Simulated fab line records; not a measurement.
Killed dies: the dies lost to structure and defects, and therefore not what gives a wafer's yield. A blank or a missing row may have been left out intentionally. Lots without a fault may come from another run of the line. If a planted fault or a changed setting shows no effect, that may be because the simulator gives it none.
Which tool was responsible? / flow gf180mcu / 6 lots, 17 wafers sampled, at 2 steps of a route of 602

== WHAT EACH GAUGE READ, for each wafer ==
GF_VT_IMPLANT_RS_MEAS_49: the measuring method here is four-point-probe.
lot=L763; measured=day 8 11:35; on=film_metro-04; MVPSD_RS (ohm/sq)=1168 1169 1167
lot=L765; measured=day 9 00:02; on=film_metro-01; MVPSD_RS (ohm/sq)=1168 1166 1168
lot=L768; measured=day 9 17:53; on=film_metro-01; MVPSD_RS (ohm/sq)=1167 1165 1167
lot=L770; measured=day 10 10:11; on=film_metro-03; MVPSD_RS (ohm/sq)=1167 1171 1170
lot=L779; measured=day 12 21:49; on=film_metro-03; MVPSD_RS (ohm/sq)=1099 1100
lot=L782; measured=day 13 18:58; on=film_metro-04; MVPSD_RS (ohm/sq)=1173 1174 1176

== WHICH TOOL RAN EACH LOT (tool, then ch and the chambers of the sampled wafers, then the start) ==
lot=L763; GF_MVPSD_IMPLANT_08=implanter-04 ch 0, day 5 19:07
lot=L765; GF_MVPSD_IMPLANT_08=implanter-03 ch 0, day 6 06:44
lot=L768; GF_MVPSD_IMPLANT_08=implanter-04 ch 0, day 6 22:41
lot=L770; GF_MVPSD_IMPLANT_08=implanter-04 ch 0, day 7 13:16
lot=L779; GF_MVPSD_IMPLANT_08=implanter-04 ch 0, day 9 18:07
lot=L782; GF_MVPSD_IMPLANT_08=implanter-01 ch 0, day 10 13:15
- GF_MVPSD_IMPLANT_08

== THE ANSWER, worked out from the rows above alone ==
Rule: the usual values come from the lots themselves. The widest of any qualifying gaps counts: lots, ordered by their means at a reading, are off when they make up no more than a third of the lots, leave a main group of 4 or more, and stand apart from it by 3 or more times the standard deviation of that group's means. A main group whose means are all the same, to the digits that the tables above print for the reading, isn't used. A lot without any number at a reading at which 4 lots or more have one is off too. Where the step has rows for the other lots, those lots are counted as sound.
Off: L779, seen at GF_VT_IMPLANT_RS_MEAS_49 (MVPSD_RS). The main group has a mean of 1169 ohm/sq with a standard deviation of 2.8.
A tool fits if, at a process step before that reading, it ran every lot that is off, and no sound lot after the first of them. The gauges at GF_VT_IMPLANT_RS_MEAS_49 are tried like those tools. This does not decide it: 2 tools fit, namely implanter-04 at GF_MVPSD_IMPLANT_08 and film_metro-03 at GF_VT_IMPLANT_RS_MEAS_49.

== WHAT THE SIMULATOR HAD INSERTED ==
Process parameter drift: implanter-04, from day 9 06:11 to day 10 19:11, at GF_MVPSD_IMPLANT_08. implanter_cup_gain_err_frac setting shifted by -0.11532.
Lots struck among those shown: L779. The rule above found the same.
